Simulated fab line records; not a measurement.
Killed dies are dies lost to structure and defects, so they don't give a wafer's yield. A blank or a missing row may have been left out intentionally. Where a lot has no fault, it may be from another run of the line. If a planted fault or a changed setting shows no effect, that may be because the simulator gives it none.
fab line records -- flow sky130
record lots=7, wafers=21, lastDay=50
route steps=708 shown VIA4@648 METAL5@661 PAD_OPEN@708
lots with no fault: from the same line, run without faults
startH: the number of hours between the record's first day and the start of the first shown wafer of the lot -- waitH: how many hours have passed since the lot's step before this one -- " as in the row above -- L1.1+2: several wafers, shown together as one row -- - no value present, or no start provided -- * or withheld: withheld -- < > ~ a bound
route shown NAME@n: names a module that has steps shown in the file, with the first one's number in the route -- usual: mean/standard deviation taken from wafers without a fault -- same: alike in all rows -- chamber/n: place in a boat -- sites: the reading at each site -- _std_site: the values' standard deviation -- _edge_site: mean of outer sites minus mean of inner sites -- radiusMm: for every site, how far away it sits from the centre of the wafer -- mask NAME#n: copy n -- behind: tool/chamber where the wafer was last shaped -- hold: why the lot was held/for how many hours/how that ended -- device: transistor that didn't switch, given as n, p or np -- end of line: the route-end tests of the same wafers -- a step without rows: its recipe alone -- killed: count of dies lost to structure and defects at first sort (not the wafer's yield) -- map: per-die view of a wafer (x killed, . not killed, _ where there is no die)
set.NAME: the setting as run; set.NAME@STEP: as run at that earlier step -- model.NAME: the simulator's own value behind a step, which no gauge read
lots seen at some steps along the route; tables by step, rows by wafer
services: from which hour (startH, from the record's first day; less than 0 if before it) a tool's chamber was out of use, for how many hours, and why
## steps
# step SKY_VIA4_PEB_09
# recipe tempC=withheld, timeS=*, resist=NOVOLAK
# step SKY_VIA4_DEVELOP_10
# recipe resist=NOVOLAK, developer=TMAH, developTimeS=60, devTempC=23
# step SKY_VIA4_OVL_MEAS_11
# usual VIA4_OVL=-0.9/1.3
lot.wafer,tool,chamber,startH,waitH,VIA4_OVL[nm]
L444.2,overlay-02,-,1023.40,0.1,-1.2
L444.3,overlay-02,-,1023.40,0.1,0.8
L444.5,overlay-02,-,1023.40,0.1,-1.7
L452.2,overlay-01,-,1068.06,0.1,-2.5
L452.3,overlay-01,-,1068.06,0.1,-3.1
L452.5,overlay-01,-,1068.06,0.1,-1.7
L453.1,overlay-02,-,1078.97,0.1,-1.4
L453.3,overlay-02,-,1078.97,0.1,-1.3
L453.4,overlay-02,-,1078.97,0.1,1.1
L454.2,overlay-02,-,1081.76,0.1,-0.8
L454.4,overlay-02,-,1081.76,0.1,0.1
L454.5,overlay-02,-,1081.76,0.1,-1.0
L455.2,overlay-01,-,1082.40,0.1,-0.9
L455.4,overlay-01,-,1082.40,0.1,0.6
L455.6,overlay-01,-,1082.40,0.1,0.2
L456.2,overlay-02,-,1097.70,0.1,0.3
L456.3,overlay-02,-,1097.70,0.1,-1.3
L456.6,overlay-02,-,1097.70,0.1,-1.4
L464.1,overlay-01,-,1141.22,0.1,-0.6
L464.5,overlay-01,-,1141.22,0.1,-0.9
L464.6,overlay-01,-,1141.22,0.1,-3.0
# step SKY_VIA4_ETCH_12
# recipe target=SiO2, chemistry=C4F8/O2/Ar, stopOn=TiN, maskMaterial=NOVOLAK, sourceW=1500, biasW=1200, pressureMtorr=40, c4f8FlowSccm=withheld, O2_flow_sccm=6, Ar_flow_sccm=300, timeS=withheld, targetDepthA=5800
# usual oesProductAu=0.926/0.005
lot.wafer,tool,chamber,startH,waitH,oesProductAu
L444.2,rieDiel-04,3,1023.43,0.0,0.920
L444.3,rieDiel-04,2,1023.43,0.0,0.928
L444.5,rieDiel-04,0,1023.43,0.0,0.919
L452.2,rieDiel-04,3,1068.09,0.0,0.919
L452.3,rieDiel-04,2,1068.09,0.0,0.926
L452.5,rieDiel-04,0,1068.09,0.0,0.924
L453.1,rieDiel-02,3,1079.01,0.0,0.925
L453.3,rieDiel-02,2,1079.01,0.0,0.921
L453.4,rieDiel-02,0,1079.01,0.0,0.922
L454.2,rieDiel-04,0,1081.79,0.0,0.929
L454.4,rieDiel-04,3,1081.79,0.0,0.913
L454.5,rieDiel-04,2,1081.79,0.0,0.923
L455.2,rieDiel-03,2,1082.43,0.0,0.923
L455.4,rieDiel-03,1,1082.43,0.0,0.925
L455.6,rieDiel-03,3,1082.43,0.0,0.928
L456.2,rieDiel-04,3,1097.73,0.0,0.919
L456.3,rieDiel-04,0,1097.73,0.0,0.926
L456.6,rieDiel-04,2,1097.73,0.0,0.929
L464.1,rieDiel-04,2,1141.26,0.0,0.926
L464.5,rieDiel-04,3,1141.26,0.0,0.942
L464.6,rieDiel-04,2,1141.26,0.0,0.932
# step SKY_VIA4_STRIP_13
# recipe chemistry=O2/N2, powerW=1400, pressureMtorr=1500, platenTempC=withheld, o2FlowSccm=3000, n2FlowSccm=300, overashFraction=0.5
# usual drypumpMotorCurrentA=5.9/0.35, oesProductAu=0.709/0.0048, stripTimeToEndpointS=12.812/0.027
lot.wafer,tool,chamber,startH,waitH,drypumpMotorCurrentA,oesProductAu,rfHoursCounterH,stripTimeToEndpointS
L444.2,plasmaAsher-03,1,1023.50,-,5.9,0.710,58,12.797
L444.3,plasmaAsher-03,0,1023.50,-,5.8,0.710,-,12.765
L444.5,plasmaAsher-03,0,1023.50,-,5.8,0.703,-,12.779
L452.2,plasmaAsher-04,0,1068.16,-,5.8,0.708,31,12.799
L452.3,plasmaAsher-04,1,1068.16,-,5.8,0.713,-,12.844
L452.5,plasmaAsher-04,1,1068.16,-,5.9,0.716,-,12.773
L453.1,plasmaAsher-04,0,1079.08,-,5.8,0.705,33,12.799
L453.3,plasmaAsher-04,1,1079.08,-,5.9,0.713,-,12.788
L453.4,plasmaAsher-04,0,1079.08,-,5.8,0.714,-,12.828
L454.2,plasmaAsher-03,1,1081.86,-,6.0,0.706,65,12.825
L454.4,plasmaAsher-03,1,1081.86,-,5.9,0.705,-,12.873
L454.5,plasmaAsher-03,0,1081.86,-,5.8,0.705,-,12.866
L455.2,plasmaAsher-02,0,1082.50,-,6.6,0.715,90,12.784
L455.4,plasmaAsher-02,0,1082.50,-,6.6,0.708,-,12.830
L455.6,plasmaAsher-02,1,1082.50,-,5.4,0.719,-,12.820
L456.2,plasmaAsher-03,0,1097.80,-,5.8,0.705,66,12.800
L456.3,plasmaAsher-03,0,1097.80,-,5.8,0.715,-,12.827
L456.6,plasmaAsher-03,1,1097.80,-,5.9,0.706,-,12.801
L464.1,plasmaAsher-04,1,1141.33,-,5.9,0.712,37,12.788
L464.5,plasmaAsher-04,1,1141.33,-,5.9,0.720,-,12.754
L464.6,plasmaAsher-04,0,1141.33,-,5.8,0.712,-,12.831
# step SKY_VIA4_STRIP_14
# recipe chemistry=postEtchResidueRemover, timeS=1200, tempC=72.5
# step SKY_VIA4_CLEAN_15
# recipe chemistry=IPA, timeS=180, tempC=25
# step SKY_VIA4_CLEAN_16
# recipe chemistry=O3/DIW, dry=n2Spin
# step SKY_VIA4_SPUTTER_17
# recipe material=TiN, targetThkNm=20, chamberPressurePa=5, powerW=4000, timeS=80
# usual throttleValvePct=29.5/1.1
lot.wafer,tool,chamber,startH,waitH,throttleValvePct
L444.2,pvdSputter-01,-,1024.09,0.0,29.5
L444.3,pvdSputter-01,-,1024.09,0.0,30.3
L444.5,pvdSputter-01,-,1024.09,0.0,28.5
L452.2,pvdSputter-02,-,1068.80,0.0,31.9
L452.3,pvdSputter-02,-,1068.80,0.0,30.9
L452.5,pvdSputter-02,-,1068.80,0.0,32.1
L453.1,pvdSputter-01,-,1080.20,0.0,29.5
L453.3,pvdSputter-01,-,1080.20,0.0,29.0
L453.4,pvdSputter-01,-,1080.20,0.0,28.6
L454.2,pvdSputter-02,-,1082.49,0.0,30.5
L454.4,pvdSputter-02,-,1082.49,0.0,31.6
L454.5,pvdSputter-02,-,1082.49,0.0,30.6
L455.2,pvdSputter-01,-,1083.12,0.0,29.4
L455.4,pvdSputter-01,-,1083.12,0.0,30.3
L455.6,pvdSputter-01,-,1083.12,0.0,29.1
L456.2,pvdSputter-04,-,1098.39,0.0,28.9
L456.3,pvdSputter-04,-,1098.39,0.0,27.4
L456.6,pvdSputter-04,-,1098.39,0.0,30.1
L464.1,pvdSputter-01,-,1142.12,0.0,29.1
L464.5,pvdSputter-01,-,1142.12,0.0,28.8
L464.6,pvdSputter-01,-,1142.12,0.0,28.4
# step SKY_VIA4_CVD_18
# recipe material=W, targetThkNm=505, timeS=152.14, tempC=400, pressureTorr=40
# usual heaterPowerW=830/40, susceptorTempC=399.99/0.21
lot.wafer,tool,chamber,startH,waitH,heaterPowerW,susceptorTempC
L444.2,cvdW-01,0,1024.15,0.0,754,400.16
L444.3,cvdW-01,0,1024.15,0.0,765,400.03
L444.5,cvdW-01,1,1024.15,0.0,817,399.87
L452.2,cvdW-01,1,1068.86,0.0,791,399.84
L452.3,cvdW-01,0,1068.86,0.0,754,399.97
L452.5,cvdW-01,1,1068.86,0.0,824,400.03
L453.1,cvdW-01,0,1080.26,0.0,754,399.29
L453.3,cvdW-01,0,1080.26,0.0,793,399.80
L453.4,cvdW-01,1,1080.26,0.0,799,400.00
L454.2,cvdW-02,0,1082.55,0.0,875,400.21
L454.4,cvdW-02,1,1082.55,0.0,852,399.82
L454.5,cvdW-02,1,1082.55,0.0,862,400.08
L455.2,cvdW-01,0,1083.18,0.0,772,399.94
L455.4,cvdW-01,1,1083.18,0.0,809,399.97
L455.6,cvdW-01,0,1083.18,0.0,779,399.92
L456.2,cvdW-02,1,1098.45,0.0,864,400.06
L456.3,cvdW-02,1,1098.45,0.0,858,399.78
L456.6,cvdW-02,0,1098.45,0.0,828,400.26
L464.1,cvdW-01,1,1142.18,0.0,785,399.96
L464.5,cvdW-01,1,1142.18,0.0,793,399.79
L464.6,cvdW-01,0,1142.18,0.0,786,400.11
# step SKY_VIA4_RS_MEAS_19
# recipe thkMeasGauge=four-point-probe, reads=W_of_VIA4_CVD_18+TiN_of_VIA4_SPUTTER_17
# usual VIA4_W_RS=0.2265/0.0029
lot.wafer,tool,chamber,startH,waitH,VIA4_W_RS[ohm/sq]
L444.2,filmMetro-04,-,1024.32,0.1,0.2204
L444.3,filmMetro-04,-,1024.32,0.1,0.2228
L444.5,filmMetro-04,-,1024.32,0.1,0.2273
L452.2,filmMetro-04,-,1069.03,0.1,0.2278
L452.3,filmMetro-04,-,1069.03,0.1,0.2224
L452.5,filmMetro-04,-,1069.03,0.1,0.2264
L453.1,filmMetro-02,-,1080.41,0.1,0.2260
L453.3,filmMetro-02,-,1080.41,0.1,0.2243
L453.4,filmMetro-02,-,1080.41,0.1,0.2304
L454.2,filmMetro-04,-,1082.72,0.1,0.2311
L454.4,filmMetro-04,-,1082.72,0.1,0.2284
L454.5,filmMetro-04,-,1082.72,0.1,0.2295
L455.2,filmMetro-02,-,1083.35,0.1,0.2251
L455.4,filmMetro-02,-,1083.35,0.1,0.2302
L455.6,filmMetro-02,-,1083.35,0.1,0.2240
L456.2,filmMetro-04,-,1098.62,0.1,0.2250
L456.3,filmMetro-04,-,1098.62,0.1,0.2273
L456.6,filmMetro-04,-,1098.62,0.1,0.2276
L464.1,filmMetro-04,-,1142.33,0.1,0.2261
L464.5,filmMetro-04,-,1142.33,0.1,0.2244
L464.6,filmMetro-04,-,1142.33,0.1,0.2235
# step SKY_VIA4_THK_MEAS_20
# recipe thkMeasGauge=xrf, reads=W_of_VIA4_CVD_18
# usual VIA4_W_THK=486/6.2
lot.wafer,tool,chamber,startH,waitH,VIA4_W_THK[nm]
L444.2,filmMetro-04,-,1024.43,0.1,499
L444.3,filmMetro-04,-,1024.43,0.1,491
L444.5,filmMetro-04,-,1024.43,0.1,481
L452.2,filmMetro-04,-,1069.14,0.1,484
L452.3,filmMetro-04,-,1069.14,0.1,491
L452.5,filmMetro-04,-,1069.14,0.1,484
L453.1,filmMetro-02,-,1080.53,0.1,485
L453.3,filmMetro-02,-,1080.53,0.1,485
L453.4,filmMetro-02,-,1080.53,0.1,478
L454.2,filmMetro-04,-,1082.83,0.1,479
L454.4,filmMetro-04,-,1082.83,0.1,486
L454.5,filmMetro-04,-,1082.83,0.1,484
L455.2,filmMetro-02,-,1083.46,0.1,488
L455.4,filmMetro-02,-,1083.46,0.1,477
L455.6,filmMetro-02,-,1083.46,0.1,488
L456.2,filmMetro-04,-,1098.73,0.1,491
L456.3,filmMetro-04,-,1098.73,0.1,484
L456.6,filmMetro-04,-,1098.73,0.1,484
L464.1,filmMetro-04,-,1142.45,0.1,484
L464.5,filmMetro-04,-,1142.45,0.1,488
L464.6,filmMetro-04,-,1142.45,0.1,493
# step SKY_VIA4_CMP_21
# recipe stopOn=SiO2, tOverpolishS=25, downForcePsi=3.5, platenRpm=60, targetThkNm=0, padVelocityMS=0.94248
# usual motorCurrentA=11.5/1.4, overpolishRunS=24.999/0.0094, timeToEndpointS=120/4.2
lot.wafer,tool,chamber,startH,waitH,motorCurrentA,overpolishRunS,timeToEndpointS
L444.3,cmp-01,2,1024.58,0.1,10.5,25.003,121
L444.2,cmp-01,3,1024.58,0.1,12.5,25.005,126
L444.5,cmp-01,0,1024.58,0.1,13.8,25.014,123
L452.3,cmp-02,0,1069.19,0.0,11.7,24.999,119
L452.2,cmp-02,3,1069.19,0.0,10.5,25.025,114
L452.5,cmp-02,0,1069.19,0.0,11.4,24.999,118
L453.3,cmp-01,3,1080.83,0.3,11.8,24.998,120
L453.4,cmp-01,0,1080.83,0.3,13.7,0.041,189
L453.1,cmp-01,1,1080.83,0.3,10.9,0.039,192
L454.4,cmp-01,0,1083.22,0.4,14.9,0.041,191
L454.2,cmp-01,1,1083.22,0.4,10.0,24.991,118
L454.5,cmp-01,1,1083.22,0.4,10.2,24.997,114
L455.2,cmp-01,2,1083.62,0.1,10.8,25.000,125
L455.4,cmp-01,3,1083.62,0.1,12.1,0.030,190
L455.6,cmp-01,1,1083.62,0.1,10.2,24.995,120
L456.3,cmp-02,1,1098.88,0.1,9.4,24.991,120
L456.2,cmp-02,2,1098.88,0.1,12.6,25.000,120
L456.6,cmp-02,0,1098.88,0.1,11.5,25.004,122
L464.1,cmp-02,0,1142.52,0.1,11.3,25.006,123
L464.5,cmp-02,0,1142.52,0.1,11.5,25.007,122
L464.6,cmp-02,1,1142.52,0.1,9.6,24.989,125
# step SKY_METAL5_SPUTTER_00
# recipe material=Ti, targetThkNm=15, powerW=3000, timeS=10, chamberPressurePa=0.4
# usual throttleValvePct=29.2/0.85
lot.wafer,tool,chamber,startH,waitH,throttleValvePct
L444.2,pvdSputter-04,-,1024.78,0.1,29.9
L444.3,pvdSputter-04,-,1024.78,0.1,28.6
L444.5,pvdSputter-04,-,1024.78,0.1,27.9
L452.2,pvdSputter-01,-,1069.49,0.1,29.1
L452.3,pvdSputter-01,-,1069.49,0.1,30.3
L452.5,pvdSputter-01,-,1069.49,0.1,29.3
L453.3,pvdSputter-04,-,1081.08,0.2,27.8
L454.2,pvdSputter-04,-,1083.52,0.2,28.9
L454.5,pvdSputter-04,-,1083.52,0.2,29.8
L455.2,pvdSputter-03,-,1083.82,0.1,28.8
L455.6,pvdSputter-03,-,1083.82,0.1,30.7
L456.2,pvdSputter-01,-,1099.08,0.1,29.3
L456.3,pvdSputter-01,-,1099.08,0.1,28.3
L456.6,pvdSputter-01,-,1099.08,0.1,29.1
L464.1,pvdSputter-01,-,1142.82,0.2,28.7
L464.5,pvdSputter-01,-,1142.82,0.2,29.3
L464.6,pvdSputter-01,-,1142.82,0.2,28.4
# step SKY_PAD_OPEN_PROBE_99
# usual defectLimitedYield=81.9/1.9, killed_at_M0_to_M3=45/7.3, killed_at_M4_up=3.2/1.8, killedAtContacts=25/5.5, killedAtFrontEnd=15/4.2, killedAtOther=0.3/0.69, killedDies=89/9.4, killedOnRim=17/3.8, killedOpen=49/6.6, killedShort=40/6.4, sort_bin_3_pad_short=0.9/0.43, sort_bin_5_function=10.7/1.5, sort_bin_6_memory=6.5/1.2, sortNPass=403/9.4, sortYieldPct=81.9/1.9
# same grossDies=492, killedAtBackSide=0, sort_bin_4_leakage[%]=0, sort_bin_8_speed[%]=0
lot.wafer,tool,chamber,startH,waitH,defectLimitedYield[%],killed_at_M0_to_M3,killed_at_M4_up,killedAtContacts,killedAtFrontEnd,killedAtOther,killedDies,killedOnRim,killedOpen,killedShort,sort_bin_3_pad_short[%],sort_bin_5_function[%],sort_bin_6_memory[%],sortNPass,sortYieldPct[%]
L453.1,prober-01,-,1143.96,0.1,0,43,401,22,26,0,492,96,53,41,81.7,10.0,8.3,0,0
L453.3,prober-01,-,1144.06,0.2,82.7,51,3,16,12,3,85,14,48,36,0.6,11.0,5.7,407,82.7
L453.4,prober-01,-,1144.11,0.2,0,38,410,19,25,0,492,96,49,34,84.1,11.6,4.3,0,0
L454.2,prober-02,-,1145.56,0.1,81.1,46,0,30,17,0,93,20,58,33,0.8,11.2,6.9,399,81.1
L454.4,prober-02,-,1145.66,0.2,0,45,409,22,14,2,492,96,42,40,84.3,9.8,5.9,0,0
L454.5,prober-02,-,1145.71,0.2,79.7,58,4,29,9,0,100,21,55,45,1.8,12.0,6.5,392,79.7
L455.2,prober-01,-,1145.89,0.1,85.0,44,1,19,10,0,74,11,38,35,1.4,9.3,4.3,418,85.0
L455.4,prober-01,-,1145.99,0.2,0,53,407,23,9,0,492,96,50,41,82.7,10.8,6.5,0,0
L455.6,prober-01,-,1146.09,0.2,80.5,55,3,22,15,1,96,16,49,44,1.6,12.4,5.5,396,80.5
# killed by level:class
L453.1 VIA4:areaCmp=398 CONTACT:geometricParticle:open=10 VIA1:geometricParticle:open=10 FIELD_ISO:geometricParticle:short=7 POLY_GATE:geometricParticle:short=6 LI_CONTACT:geometricParticle:open=6 METAL1:geometricParticle:short=6 VIA3:geometricParticle:open=6
L453.3 VIA1:geometricParticle:open=16 VIA3:geometricParticle:open=10 CONTACT:geometricParticle:open=9 METAL1:geometricParticle:short=7 FIELD_ISO:geometricParticle:short=5 LOCAL_INTERCONNECT:geometricParticle:short=5 METAL2:geometricParticle:short=5 POLY_GATE:geometricParticle:open=4
L453.4 VIA4:areaCmp=409 CONTACT:geometricParticle:open=10 VIA1:geometricParticle:open=10 FIELD_ISO:geometricParticle:open=7 FIELD_ISO:geometricParticle:short=6 METAL2:geometricParticle:short=5 METAL1:geometricParticle:short=5 VIA2:geometricParticle:open=4
L454.2 VIA1:geometricParticle:open=13 CONTACT:geometricParticle:open=12 LI_CONTACT:geometricParticle:open=9 VIA2:geometricParticle:open=8 LOCAL_INTERCONNECT:geometricParticle:short=5 VIA1:geometricParticle:short=5 VIA3:geometricParticle:open=5 FIELD_ISO:geometricParticle:open=4
L454.4 VIA4:areaCmp=408 CONTACT:geometricParticle:open=8 VIA1:geometricParticle:open=8 VIA3:geometricParticle:open=8 METAL1:geometricParticle:short=6 CONTACT:geometricParticle:short=5 VIA1:geometricParticle:short=5 FIELD_ISO:geometricParticle:short=4
L454.5 VIA1:geometricParticle:open=12 CONTACT:geometricParticle:open=12 VIA3:geometricParticle:open=12 CONTACT:geometricParticle:short=9 METAL1:geometricParticle:short=9 LOCAL_INTERCONNECT:geometricParticle:short=6 VIA2:geometricParticle:open=6 METAL2:geometricParticle:short=5
L455.2 VIA2:geometricParticle:open=8 LI_CONTACT:geometricParticle:short=6 LI_CONTACT:geometricParticle:open=6 VIA1:geometricParticle:open=6 VIA3:geometricParticle:open=6 METAL2:geometricParticle:short=5 CONTACT:geometricParticle:open=5 VIA1:geometricParticle:short=4
L455.4 VIA4:areaCmp=401 VIA1:geometricParticle:open=16 CONTACT:geometricParticle:open=12 VIA3:geometricParticle:open=8 METAL1:geometricParticle:short=6 VIA1:geometricParticle:short=6 CONTACT:geometricParticle:short=5 METAL3:geometricParticle:short=4
L455.6 METAL1:geometricParticle:short=11 VIA2:geometricParticle:open=10 LI_CONTACT:geometricParticle:open=9 VIA1:geometricParticle:open=9 CONTACT:geometricParticle:open=8 METAL2:geometricParticle:short=7 VIA2:geometricParticle:short=5 FIELD_ISO:geometricParticle:open=4
# map L453.1 (x killed, . not)
__________xxxxxxxxxx_________
________xxxxxxxxxxxxxx_______
______xxxxxxxxxxxxxxxxxx_____
_____xxxxxxxxxxxxxxxxxxxx____
____xxxxxxxxxxxxxxxxxxxxxx___
___xxxxxxxxxxxxxxxxxxxxxxxx__
__xxxxxxxxxxxxxxxxxxxxxxxxxx_
_xxxxxxxxxxxxxxxxxxxxxxxxxxxx
_xxxxxxxxxxxxxxxxxxxxxxxxxxxx
_xxxxxxxxxxxxxxxxxxxxxxxxxxxx
_xxxxxxxxxxxxxxxxxxxxxxxxxxxx
_xxxxxxxxxxxxxxxxxxxxxxxxxxxx
_xxxxxxxxxxxxxxxxxxxxxxxxxxxx
_xxxxxxxxxxxxxxxxxxxxxxxxxxxx
_xxxxxxxxxxxxxxxxxxxxxxxxxxxx
__xxxxxxxxxxxxxxxxxxxxxxxxxx_
___xxxxxxxxxxxxxxxxxxxxxxxx__
____xxxxxxxxxxxxxxxxxxxxxx___
_____xxxxxxxxxxxxxxxxxxxx____
______xxxxxxxxxxxxxxxxxx_____
________xxxxxxxxxxxxxx_______
__________xxxxxxxxxx_________
# map L454.4 (x killed, . not)
__________xxxxxxxxxx_________
________xxxxxxxxxxxxxx_______
______xxxxxxxxxxxxxxxxxx_____
_____xxxxxxxxxxxxxxxxxxxx____
____xxxxxxxxxxxxxxxxxxxxxx___
___xxxxxxxxxxxxxxxxxxxxxxxx__
__xxxxxxxxxxxxxxxxxxxxxxxxxx_
_xxxxxxxxxxxxxxxxxxxxxxxxxxxx
_xxxxxxxxxxxxxxxxxxxxxxxxxxxx
_xxxxxxxxxxxxxxxxxxxxxxxxxxxx
_xxxxxxxxxxxxxxxxxxxxxxxxxxxx
_xxxxxxxxxxxxxxxxxxxxxxxxxxxx
_xxxxxxxxxxxxxxxxxxxxxxxxxxxx
_xxxxxxxxxxxxxxxxxxxxxxxxxxxx
_xxxxxxxxxxxxxxxxxxxxxxxxxxxx
__xxxxxxxxxxxxxxxxxxxxxxxxxx_
___xxxxxxxxxxxxxxxxxxxxxxxx__
____xxxxxxxxxxxxxxxxxxxxxx___
_____xxxxxxxxxxxxxxxxxxxx____
______xxxxxxxxxxxxxxxxxx_____
________xxxxxxxxxxxxxx_______
__________xxxxxxxxxx_________
## services
tool,chamber,startH,hours,kind
plasmaAsher-04,-,1004.67,1.3,repair
plasmaAsher-03,-,1009.32,9.9,repair
cmp-02,-,1012.22,0.5,repair
rieDiel-03,3,1019.95,14.9,repair
plasmaAsher-03,-,1021.09,0.5,repair
rieDiel-02,1,1022.30,3.3,repair
cmp-02,-,1027.01,4.1,repair
cmp-01,-,1035.06,3.6,pm
cmp-02,-,1036.39,4.0,repair
cvdW-02,-,1036.49,1.5,repair
cmp-02,-,1036.78,0.8,repair
rieDiel-02,1,1048.64,1.6,repair
plasmaAsher-02,-,1054.45,13.4,repair
cvdW-02,1,1054.81,16.9,repair
rieDiel-02,1,1069.57,15.1,repair
cmp-02,-,1078.01,6.1,pm
cmp-02,-,1084.15,4.0,pm
plasmaAsher-04,-,1102.47,2.8,pm
pvdSputter-01,-,1108.38,1.7,repair
plasmaAsher-04,-,1110.00,14.6,pm
cmp-01,-,1117.75,6.0,repair
cmp-01,-,1123.13,0.6,repair
cvdW-02,-,1131.96,2.8,pm
rieDiel-04,0,1140.68,9.6,repair
## key
firstSign step=SKY_VIA4_CMP_21, reading=overpolishRunS, direction=down, sigmas=99+, usual=24.999, struck=0.038
effect step=SKY_VIA4_CMP_21, reading=timeToEndpointS, direction=up, sigmas=17, usual=*, struck=*
effect step=SKY_PAD_OPEN_PROBE_99, reading=killed_at_M4_up, direction=up, sigmas=99+, usual=3.2, struck=406.8
moreKillsBornAt SKY_VIA4_CMP_21@cmp-01=1616
metAt SKY_VIA4_CMP_21
struckWafers L453.1,L453.4,L454.4,L455.4
laterRowsLeftOut L453.1,L453.4,L454.4,L455.4
onsetBetween 1024.58 1080.83
fault kind=processParameterDrift, tool=cmp-01, chamber=-, onsetH=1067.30, steps=SKY_VIA4_CMP_21, channel=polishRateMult, offset=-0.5, shape=step, endH=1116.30, scope=struckWafersOnly
# laterRowsLeftOut: the simulator's readings of these wafers behind a module that went badly wrong aren't trusted and aren't shown, but for the sort
